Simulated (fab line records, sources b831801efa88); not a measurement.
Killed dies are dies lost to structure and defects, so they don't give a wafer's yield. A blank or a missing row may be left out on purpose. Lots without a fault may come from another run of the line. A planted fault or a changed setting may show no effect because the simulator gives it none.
fab line records | flow sky130
record lots=12 wafers=36 last_day=50
route steps=708 shown VT_ADJUST_NCORE@129 SONOS_ONO@169 POLY_GATE@204
lots that met no fault: from a run of the same line without faults
start_h: hours from the record's first day to the start of the lot's first wafer shown | wait_h: hours since the lot's step before | " the same as in the row above | L1.1+2: a row that stands for several wafers | - no value, or no start given | * or withheld: withheld | < > ~ a bound
route shown NAME@n: a module of which the file shows steps, and the number in the route of the first | usual: mean/standard deviation of fault-free wafers | same: alike in all rows | chamber/n: place in a boat | sites: the reading at each site | _std_site: their standard deviation | _edge_site: outer sites' mean less inner sites' | radius_mm: how far each site lies from the wafer's centre | mask NAME#n: copy n | behind: the tool/chamber that last shaped the wafer | hold: why the lot was held/for how many hours/how that ended | device: the transistor (n, p or np) that didn't switch | end of line: the same wafers' tests at the end of the route | a step without rows: its recipe alone | killed: dies lost to structure and defects at the first sort, not the wafer's yield | map: a wafer's dies, x killed, . not, _ none there
set.NAME: the setting as run; set.NAME@STEP: as run at that earlier step | model.NAME: the simulator's own value behind a step, which no gauge read
steps of the route over a sample of lots; a table a step, a row a wafer
services: from which hour (start_h, from the record's first day; less than 0 if before it) a tool's chamber was out of use, for how many hours, and why
## steps
# step SKY_VT_ADJUST_NCORE_STRIP_10
# recipe chemistry=O2/N2 power_w=1400 pressure_mtorr=1500 platen_temp_c=withheld o2_flow_sccm=3000 n2_flow_sccm=300 overash_fraction=0.5
# usual drypump_motor_current_A=5.7/0.39 oes_product_au=0.716/0.0046 strip_time_to_endpoint_s=14.17/0.045
# columns lot.wafer tool chamber start_h wait_h drypump_motor_current_A oes_product_au rf_hours_counter_h strip_time_to_endpoint_s
L348.2 plasma_asher-02 1 180.97 0.1 6.1 0.726 6 14.15
L348.3 " 1 " " 6.2 0.718 - 14.12
L348.6 " 0 " " 5.3 0.713 - 14.17
L350.1 plasma_asher-04 1 194.70 0.1 6.3 0.717 39 14.23
L350.4 " 1 " " 6.3 0.711 - 14.24
L350.5 " 0 " " 5.6 0.713 - 14.20
L354.1 plasma_asher-01 0 221.47 0.1 5.3 0.710 53 14.19
L354.3 " 1 " " 5.5 0.719 - 14.21
L354.6 " 0 " " 5.4 0.712 - 14.21
L355.3 plasma_asher-04 1 228.98 0.1 6.3 0.717 - 14.17
L355.4 " 0 " " 5.5 0.716 - 14.19
L355.5 " 1 " " 6.3 0.711 - 14.15
L364.2 plasma_asher-04 1 293.52 0.1 6.3 0.712 49 14.16
L364.3 " 0 " " 5.6 0.717 - 14.17
L364.4 " 1 " " 6.3 0.711 - 14.15
L365.1 plasma_asher-04 0 303.79 0.1 5.6 0.714 50 14.21
L365.4 " 0 " " 5.6 0.716 - 14.12
L365.6 " 1 " " 6.3 0.716 - 14.14
L366.1 plasma_asher-04 1 304.22 0.1 6.3 0.711 50 14.16
L366.3 " 0 " " 5.5 0.712 - 14.16
L366.6 " 0 " " 5.6 0.720 - 14.13
L367.1 plasma_asher-04 0 314.64 0.1 5.6 0.713 51 14.16
L367.2 " 1 " " 6.3 0.713 51 14.22
L367.3 " 0 " " 5.6 0.717 - 14.19
L368.4 plasma_asher-01 1 325.13 0.1 5.5 0.712 - 14.17
L368.5 " 0 " " 5.3 0.717 - 14.14
L368.6 " 1 " " 5.5 0.721 - 14.18
L369.3 plasma_asher-01 0 330.93 0.1 5.3 0.714 - 14.16
L369.5 " 1 " " 5.5 0.714 - 14.17
L369.6 " 0 " " 5.3 0.721 - 14.14
L370.2 plasma_asher-01 1 335.90 0.1 5.5 0.718 64 14.16
L370.4 " 1 " " 5.5 0.713 - 14.21
L370.5 " 1 " " 5.5 0.712 - 14.24
L371.2 plasma_asher-02 1 343.05 0.1 6.2 0.718 22 14.12
L371.4 " 0 " " 5.2 0.709 - 14.12
L371.6 " 1 " " 6.2 0.717 - 14.11
# step SKY_SONOS_ONO_THK_MEAS_01
# recipe reads=SiO2_of_SONOS_ONO_OXIDATION_00
# usual SONOS_ONO_OXIDATION_THK=2.67/0.053
# columns lot.wafer tool chamber start_h wait_h SONOS_ONO_OXIDATION_THK[nm]
L348.2 film_metro-01 - 249.19 0.0 2.71
L348.3 " - " " 2.69
L348.6 " - " " 2.70
L350.1 film_metro-04 - 264.48 0.0 2.65
L350.4 " - " " 2.52
L350.5 " - " " 2.63
L354.1 film_metro-01 - 295.15 0.0 2.69
L354.3 " - " " 2.72
L354.6 " - " " 2.66
L355.3 film_metro-04 - 303.71 0.0 2.66
L355.4 " - " " 2.71
L355.5 " - " " 2.69
L364.2 film_metro-01 - 378.11 0.0 2.62
L364.3 " - " " 2.67
L364.4 " - " " 2.69
L365.1 film_metro-03 - 388.35 0.0 2.65
L365.4 " - " " 2.69
L365.6 " - " " 2.66
L366.1 film_metro-01 - 388.68 0.0 2.63
L366.3 " - " " 2.63
L366.6 " - " " 2.72
L367.1 film_metro-03 - 400.52 0.0 2.63
L367.2 " - " " 2.64
L367.3 " - " " 2.66
L368.4 film_metro-03 - 413.18 0.0 2.69
L368.5 " - " " 2.64
L368.6 " - " " 2.60
L369.3 film_metro-03 - 419.47 0.0 2.57
L369.5 " - " " 2.67
L369.6 " - " " 2.57
L370.2 film_metro-03 - 424.52 0.0 2.67
L370.4 " - " " 2.66
L370.5 " - " " 2.69
L371.2 film_metro-03 - 431.65 0.0 2.66
L371.4 " - " " 2.69
L371.6 " - " " 2.71
# step SKY_POLY_GATE_CVD_00
# recipe material=poly-Si target_thk_nm=180 temp_c=620 time_s=720 pressure_mtorr=200
# columns lot.wafer tool chamber start_h wait_h
L348.2+3+6 lpcvd-01 1 306.63 0.0
L350.1+4+5 lpcvd-01 0 324.71 0.0
L354.1+3+6 lpcvd-01 1 356.51 0.0
L355.3+4+5 lpcvd-01 1 364.98 0.0
L364.2+3+4 lpcvd-01 1 447.88 0.0
L366.1+3+6 lpcvd-01 0 458.12 0.0
L365.1+4+6 lpcvd-01 1 459.92 0.3
L367.1+2+3 lpcvd-01 1 467.38 0.0
L368.4+5+6 lpcvd-01 1 482.86 0.0
L369.3+5+6 lpcvd-01 0 488.02 0.0
L370.2+4+5 lpcvd-01 0 496.31 0.0
L371.2+4+6 lpcvd-01 0 503.02 0.0
# step SKY_POLY_GATE_THK_MEAS_01
# recipe reads=poly-Si_of_POLY_GATE_CVD_00
# usual POLY_GATE_CVD_00_THK=179.9/1.6
# columns lot.wafer tool chamber start_h wait_h POLY_GATE_CVD_00_THK[nm]
L348.2 film_metro-01 - 307.84 0.0 179.4
L348.3 " - " " 179.7
L348.6 " - " " 179.4
L350.1 film_metro-03 - 325.91 0.0 182.4
L350.4 " - " " 181.2
L350.5 " - " " 180.0
L354.1 film_metro-02 - 357.71 0.0 233.1
L354.3 " - " " 232.3
L354.6 " - " " 231.6
L355.3 film_metro-03 - 366.20 0.0 233.8
L355.4 " - " " 233.0
L355.5 " - " " 230.9
L364.2 film_metro-03 - 449.09 0.0 182.0
L364.3 " - " " 181.4
L364.4 " - " " 180.5
L366.1 film_metro-02 - 459.92 0.0 180.7
L366.3 " - " " 181.2
L366.6 " - " " 180.5
L365.1 film_metro-02 - 461.72 0.0 181.4
L365.4 " - " " 181.6
L365.6 " - " " 181.7
L367.1 film_metro-03 - 468.58 0.0 180.8
L367.2 " - " " 179.6
L367.3 " - " " 179.9
L368.4 film_metro-02 - 484.09 0.0 178.6
L368.5 " - " " 178.1
L368.6 " - " " 178.6
L369.3 film_metro-02 - 489.24 0.0 179.3
L369.5 " - " " 179.5
L369.6 " - " " 178.1
L370.2 film_metro-01 - 497.52 0.0 176.8
L370.4 " - " " 176.0
L370.5 " - " " 179.0
L371.2 film_metro-02 - 504.83 0.0 179.2
L371.4 " - " " 179.2
L371.6 " - " " 178.9
# step SKY_POLY_GATE_ETCH_16
# recipe stop_on=poly-Si chemistry=CH3F/O2 target=Si3N4 source_w=392.4 bias_w=80 pressure_mtorr=25 ch3f_flow_sccm=40 O2_flow_sccm=30 time_s=147.5 target_depth_a=750
# usual O2_flow_sccm=29.99/0.087 drypump_motor_current_A=5.9/0.37 oes_product_au=0.640/0.0055 throttle_valve_pct=10.534/0.009
# same time_s=147.5
# columns lot.wafer tool chamber start_h wait_h O2_flow_sccm drypump_motor_current_A oes_product_au rf_hours_counter_h throttle_valve_pct
L348.2 rie_diel-03 0 363.35 0.0 30.09 6.3 0.639 41 10.529
L348.3 " 2 " " 30.09 5.7 0.642 2 10.545
L348.6 " 3 " " 29.79 6.0 0.644 - 10.537
L350.1 rie_diel-03 1 383.43 0.0 29.98 6.0 0.648 2 10.537
L350.4 " 3 " " 29.97 6.0 0.645 - 10.533
L350.5 " 1 " " 30.14 6.0 0.640 - 10.538
L354.1 rie_diel-02 3 419.93 0.0 30.03 5.5 0.630 16 10.529
L354.3 " 1 " " 30.10 5.2 0.638 5 10.531
L354.6 " 2 " " 29.97 6.1 0.637 - 10.532
L355.3 rie_diel-03 3 425.92 0.0 29.92 6.0 0.643 14 10.536
L355.4 " 0 " " 29.97 6.2 0.636 42 10.520
L355.5 " 2 " " 29.83 5.7 0.631 - 10.544
L364.2 rie_diel-03 1 511.83 0.0 30.01 6.0 0.654 4 10.551
L364.3 " 3 " " 30.09 6.0 0.638 16 10.531
L364.4 " 2 " " 29.86 5.7 0.636 5 10.540
L366.1 rie_diel-04 1 525.23 0.0 30.05 6.3 0.632 7 10.541
L366.3 " 2 " " 29.97 6.4 0.632 8 10.542
L366.6 " 1 " " 29.96 6.3 0.645 - 10.538
L365.1 rie_diel-02 3 526.18 0.0 30.05 5.5 0.642 18 10.507
L365.4 " 2 " " 29.90 6.1 0.648 9 10.540
L365.6 " 1 " " 30.06 5.2 0.644 - 10.537
L367.1 rie_diel-04 3 532.32 0.0 29.91 6.3 0.642 14 10.528
L367.2 " 2 " " 29.99 6.4 0.638 8 10.526
L367.3 " 1 " " 29.95 6.3 0.639 8 10.535
L368.4 rie_diel-02 0 545.25 0.0 30.18 5.2 0.644 33 10.538
L368.5 " 2 " " 29.82 6.1 0.646 - 10.525
L368.6 " 1 " " 30.07 5.2 0.641 - 10.543
L369.3 rie_diel-03 3 550.20 0.0 29.94 6.0 0.645 16 10.543
L369.5 " 1 " " 30.13 6.0 0.635 - 10.524
L369.6 " 2 " " 29.92 5.7 0.639 - 10.527
L370.2 rie_diel-02 3 559.60 0.0 30.00 5.5 0.637 19 10.527
L370.4 " 0 " " 29.96 5.2 0.637 33 10.541
L370.5 " 3 " " 29.93 5.5 0.636 - 10.535
L371.2 rie_diel-04 2 565.75 0.0 29.93 6.4 0.629 9 10.538
L371.4 " 0 " " 29.93 5.9 0.638 1 10.511
L371.6 " 0 " " 30.09 5.9 0.640 - 10.537
## services
# columns tool chamber start_h hours kind
rie_diel-04 - 168.60 2.8 repair
rie_diel-03 - 177.93 2.8 pm
rie_diel-03 2 213.77 4.7 repair
rie_diel-03 1 217.05 4.6 repair
rie_diel-03 2 293.90 5.2 repair
lpcvd-01 - 298.44 1.4 repair
plasma_asher-02 - 303.91 1.5 repair
rie_diel-04 - 318.58 1.4 repair
rie_diel-04 2 339.70 2.9 repair
rie_diel-04 1 345.76 7.5 repair
rie_diel-04 0 360.78 8.8 repair
rie_diel-04 2 363.79 4.4 repair
rie_diel-03 2 377.92 6.8 repair
rie_diel-04 2 391.57 5.6 repair
lpcvd-01 - 396.44 6.0 pm
plasma_asher-01 - 421.25 9.0 pm
lpcvd-01 - 450.03 2.8 repair
rie_diel-02 2 478.41 1.6 repair
plasma_asher-02 - 503.82 15.6 pm
rie_diel-03 - 508.86 2.1 repair
rie_diel-04 0 509.86 15.1 repair
rie_diel-03 3 531.83 8.2 repair
rie_diel-04 1 541.87 9.1 repair
rie_diel-02 2 562.37 3.8 repair
## key
first_sign step=SKY_POLY_GATE_THK_MEAS_01 reading=POLY_GATE_CVD_00_THK direction=up sigmas=32 usual=179.9 struck=232.5
effect none on later readings
met_at SKY_POLY_GATE_CVD_00
struck_lots L354,L355
tester_left_out L354,L355
not_acting_at SKY_VT_ADJUST_NCORE_STRIP_10,SKY_SONOS_ONO_THK_MEAS_01,SKY_POLY_GATE_ETCH_16
onset_between 324.71 356.51
fault kind=process_parameter_drift tool=lpcvd-01 chamber=- onset_h=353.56 steps=SKY_POLY_GATE_CVD_00 channel=target_thk_nm offset=52.145 shape=step end_h=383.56 stated=180
# tester_left_out: of these lots the tester's yield and bins aren't shown, on N5 and GAA mostly nor the transistor test; their killed dies are dies lost to structure and defects alone, not to doping, threshold or leakage, so they don't give the yield
